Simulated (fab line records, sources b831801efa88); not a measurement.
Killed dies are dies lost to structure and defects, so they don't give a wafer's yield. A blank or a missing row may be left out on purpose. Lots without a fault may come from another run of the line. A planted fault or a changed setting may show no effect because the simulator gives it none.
A struck lot beside a sound one | flow sky130 | 16 steps out of a route of 708
Sound: wafers L893.2, L893.3, L893.6. Struck: wafers L900.1, L900.4, L900.5. The cause comes at the end.
At each step with rows: each side's tool, then ch and its chambers, then its first start. Under that, the readings that differ: sound wafers | struck wafers | difference of the means | sigmas: that difference in standard deviations of wafers without a fault.
alike: readings whose means differ by less than 2 such deviations, and words and numbers that are the same on both sides. not compared: withheld readings, readings that some wafer has no value for, bounds like >300 that may hide the same value, and numbers for which the record gives no deviation and whose values overlap.
The two part at a step that has a row with sigmas, a row that says differs or no value, or rows on one side only. Numbers that don't overlap but have no deviation are shown without sigmas and don't part them. A reading that every wafer of one side lacks parts them only if that side has two wafers or more.

first, 5 steps without rows for these wafers: SKY_SONOS_TUNNEL_COAT_02 (resist thk 1140 nm); SKY_SONOS_TUNNEL_SOFTBAKE_03 (time 60 s); SKY_SONOS_TUNNEL_EXPOSE_04 (exposes mask TUNM, target cd 410 nm); SKY_SONOS_TUNNEL_PEB_05; SKY_SONOS_TUNNEL_DEVELOP_06 (develop time 60 s).
SKY_SONOS_TUNNEL_CD_MEAS_07: target cd 410 nm.
  sound on cd_sem-02, day 11 15:58; struck on cd_sem-02, day 13 21:32
  alike: cd_nm
SKY_SONOS_TUNNEL_OVL_MEAS_08:
  sound on overlay-01, day 11 16:05; struck on overlay-02, day 13 21:39
  alike: SONOS_TUNNEL_OVL
then, 3 steps without rows for these wafers: SKY_SONOS_TUNNEL_IMPLANT_09; SKY_SONOS_TUNNEL_WET_ETCH_10 (etches SiO2 in dHF, target depth 14 nm, time 280 s); SKY_SONOS_TUNNEL_STRIP_11 (strips in SPM, time 600 s).
SKY_SONOS_TUNNEL_TW_MEAS_12:
  sound on film_metro-01, day 11 16:32; struck on film_metro-01, day 13 22:16
  alike: SONOS_TUNNEL_TW
then, 1 step without rows for these wafers: SKY_SONOS_TUNNEL_CLEAN_13 (cleans in dHF, time 20 s).
SKY_SONOS_ONO_OXIDATION_00: stabilise 600 s, purge 300 s, target thk 2.6 nm.
  sound on furnace-01 ch 0, day 11 18:58; struck on furnace-01 ch 0, day 14 01:35
  alike: spike_tc_upper_C, zone_power_upper_pct
SKY_SONOS_ONO_THK_MEAS_01:
  sound on film_metro-04, day 11 20:19; struck on film_metro-03, day 14 03:09
  reading                      | sound          | struck         | difference | sigmas
  SONOS_ONO_OXIDATION_THK (nm) | 2.60 2.60 2.61 | 4.45 4.31 4.40 | +1.78      | +31
then, 1 step without rows for these wafers: SKY_SONOS_ONO_CVD_02 (deposits Si3N4 from DCS/NH3, target thk 10.5 nm, time 180 s).
-- the record jumps here: 34 days lie between the struck wafers' starts before and after (it left off in module SONOS_ONO and takes up again in module PAD_OPEN, whose first step shown is number 708 of the route) --
SKY_PAD_OPEN_PROBE_99:
  the record has rows for the struck wafers here (prober-02, day 47 16:09) and none for the sound ones

WHERE THEY PART
First at SKY_SONOS_ONO_THK_MEAS_01; last, within this record, at SKY_PAD_OPEN_PROBE_99.

WHY: what the simulator had put in
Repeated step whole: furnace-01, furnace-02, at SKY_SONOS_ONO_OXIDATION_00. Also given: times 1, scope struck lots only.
